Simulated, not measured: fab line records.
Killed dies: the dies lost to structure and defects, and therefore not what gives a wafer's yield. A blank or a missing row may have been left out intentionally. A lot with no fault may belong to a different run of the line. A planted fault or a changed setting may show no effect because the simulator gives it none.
A lot that was struck, set against a sound lot / flow gf180mcu / 15 out of 602 route steps
Sound: wafers L909.3, L909.4, L909.6. Wafers L914.2, L914.3, L914.4 were the ones struck. Last of all comes the cause.
Per side, at each step with rows, come the tool, then ch with its chambers, and then its first start. Under that, the readings that differ: sound wafers / struck wafers / difference of the means / sigmas: that difference in standard deviations of wafers without a fault.
alike: readings whose means differ by less than 2 such deviations, and words and numbers that are the same on both sides. not compared: withheld readings, readings that some wafer has no value for, bounds like >300 that may hide the same value, and numbers for which the record gives no deviation and whose values overlap.
Wherever a step has rows on one side only, a row that says differs or no value, or a row with sigmas, the two part there. Numbers that don't overlap but have no deviation are shown without sigmas and don't part them. A reading missing from all wafers of one side parts the sides only when that side holds two or more wafers.

GF_V4_BOW_MEAS_05:
  struck on film-metro-01, day 26 23:27; sound on film-metro-01, day 25 11:00
  alike: V4_BOW
then, 8 steps without rows for these wafers: GF_V4_DEHYDRATE_06 (time 60 s); GF_V4_HMDS_07 (prime time 60 s); GF_V4_COAT_08; GF_V4_COAT_09 (resist thk 1000 nm); GF_V4_SOFTBAKE_10 (time 60 s); GF_V4_EXPOSE_11 (exposes mask Via4, target cd 260 nm); GF_V4_PEB_12 (peb time 90 s); GF_V4_DEVELOP_13 (develop time 60 s).
GF_V4_CD_MEAS_14: target cd 260 nm.
  struck on cd-sem-01, day 27 19:13; sound on cd-sem-02, day 26 07:47
  alike: cd-nm
GF_V4_OVL_MEAS_15:
  struck on overlay-02, day 27 19:19; sound on overlay-02, day 26 07:52
  alike: V4_OVL
GF_V4_ETCH_16: etches BARC in N2/H2.
  sound on rie-diel-01 ch 0,2,3, day 26 07:53; struck on rie-diel-04 ch 1,2, day 27 19:20
  alike: bias-w, chamber-pressure-mTorr, drypump-motor-current-A, oes-product-au, throttle-valve-pct
GF_V4_ETCH_17: etches SiO2 in C4F8/O2/Ar, stops on TiN, target depth 630 nm.
  sound on rie-diel-01 ch 0,2,3, day 26 07:00; struck on rie-diel-04 ch 1,2, day 27 19:00
  no value came back on the struck wafers for bias-w (W), chamber-pressure-mTorr (mTorr), oes-product-au (a.u.); on the sound wafers bias-w (W) reads 1198 1204 1203
GF_V4_STRIP_18: strips in O2/N2.
  sound on plasma-asher-03 ch 0,1, day 26 08:03; struck on plasma-asher-03 ch 0,1, day 27 19:28
reading=oes-product-au (a.u.); sound=0.588 0.596 0.591; struck=0.672 0.673 0.673; difference=+0.081; sigmas=+18
  alike: drypump-motor-current-A, heater-power-w
  not compared: rf-hours-counter-h
then, 1 step without rows for these wafers: GF_V4_STRIP_19 (strips in post etch residue remover, time 1200 s).

## WHERE THEY PART
First at GF_V4_ETCH_17; last, within this record, at GF_V4_STRIP_18.

WHY: the cause the simulator had injected
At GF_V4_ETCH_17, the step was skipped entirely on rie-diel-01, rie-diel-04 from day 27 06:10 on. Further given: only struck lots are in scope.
